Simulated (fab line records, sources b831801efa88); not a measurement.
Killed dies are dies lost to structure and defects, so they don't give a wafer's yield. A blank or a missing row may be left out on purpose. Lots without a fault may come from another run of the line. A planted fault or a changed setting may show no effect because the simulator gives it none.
A struck lot beside a sound one | flow sky130 | 14 steps out of a route of 708
Sound: wafers L746.3, L746.4, L746.6. Struck: wafers L751.3, L751.4, L751.5. The cause comes at the end.
At each step with rows: each side's tool, then ch and its chambers, then its first start. Under that, the readings that differ: sound wafers | struck wafers | difference of the means | sigmas: that difference in standard deviations of wafers without a fault.
alike: readings whose means differ by less than 2 such deviations, and words and numbers that are the same on both sides. not compared: withheld readings, readings that some wafer has no value for, bounds like >300 that may hide the same value, and numbers for which the record gives no deviation and whose values overlap.
The two part at a step that has a row with sigmas, a row that says differs or no value, or rows on one side only. Numbers that don't overlap but have no deviation are shown without sigmas and don't part them. A reading that every wafer of one side lacks parts them only if that side has two wafers or more.

SKY_VIA4_CMP_21: polishes, stops on SiO2, t overpolish 25 s, target thk 0 nm.
  sound on cmp-02 ch 1,3, day 42 20:26; struck on cmp-02 ch 0,1,2, day 44 06:26
  alike: head_pressure_psi, motor_current_A, overpolish_run_s, time_to_endpoint_s
SKY_METAL5_SPUTTER_00: material Ti, target thk 15 nm, time 10 s.
  sound on pvd_sputter-01, day 42 20:44; struck on pvd_sputter-02, day 44 06:41
  alike: throttle_valve_pct
SKY_METAL5_SPUTTER_01: material TiN, target thk 20 nm, time 16.7 s.
  sound on pvd_sputter-01, day 42 20:46; struck on pvd_sputter-02, day 44 06:43
  alike: throttle_valve_pct
SKY_METAL5_SPUTTER_02: material AlCu, target thk 1150 nm, time 61.2 s.
  sound on pvd_sputter-01, day 42 20:47; struck on pvd_sputter-02, day 44 06:44
  alike: throttle_valve_pct
then, 1 step without rows for these wafers: SKY_METAL5_SPUTTER_03 (material Ti, target thk 5 nm, time 3.3 s).
SKY_METAL5_SPUTTER_04: material TiN, target thk 70 nm, time 58.3 s.
  sound on pvd_sputter-01, day 42 20:52; struck on pvd_sputter-02, day 44 06:49
  alike: throttle_valve_pct
SKY_METAL5_RS_MEAS_05: measures by four-point-probe.
  sound on film_metro-02, day 42 20:57; struck on film_metro-02, day 44 06:53
  alike: METAL5_ALCU_RS
SKY_METAL5_THK_MEAS_06: measures by xrf.
  sound on film_metro-02, day 42 21:03; struck on film_metro-02, day 44 06:59
  alike: METAL5_ALCU_THK
then, 4 steps without rows for these wafers: SKY_METAL5_DEHYDRATE_07 (time 60 s); SKY_METAL5_HMDS_08 (prime time 60 s); SKY_METAL5_COAT_09 (resist thk 1800 nm); SKY_METAL5_SOFTBAKE_10 (time 60 s).
SKY_METAL5_EXPOSE_11: exposes mask MM5, target cd 1600 nm.
  sound on iline_stepper-02 ch 0, day 43 07:56; struck on iline_stepper-02, day 44 18:44
  no value came back on the struck wafers for exposure_dose_mJ_cm2, focus_offset_nm (nm), reticle_temp_C (C); on the sound wafers exposure_dose_mJ_cm2 reads 189.51 189.82 189.97
  alike: mask
then, 1 step without rows for these wafers: SKY_METAL5_PEB_12.

WHERE THEY PART
Only at SKY_METAL5_EXPOSE_11, within this record.

WHY: what the simulator had put in
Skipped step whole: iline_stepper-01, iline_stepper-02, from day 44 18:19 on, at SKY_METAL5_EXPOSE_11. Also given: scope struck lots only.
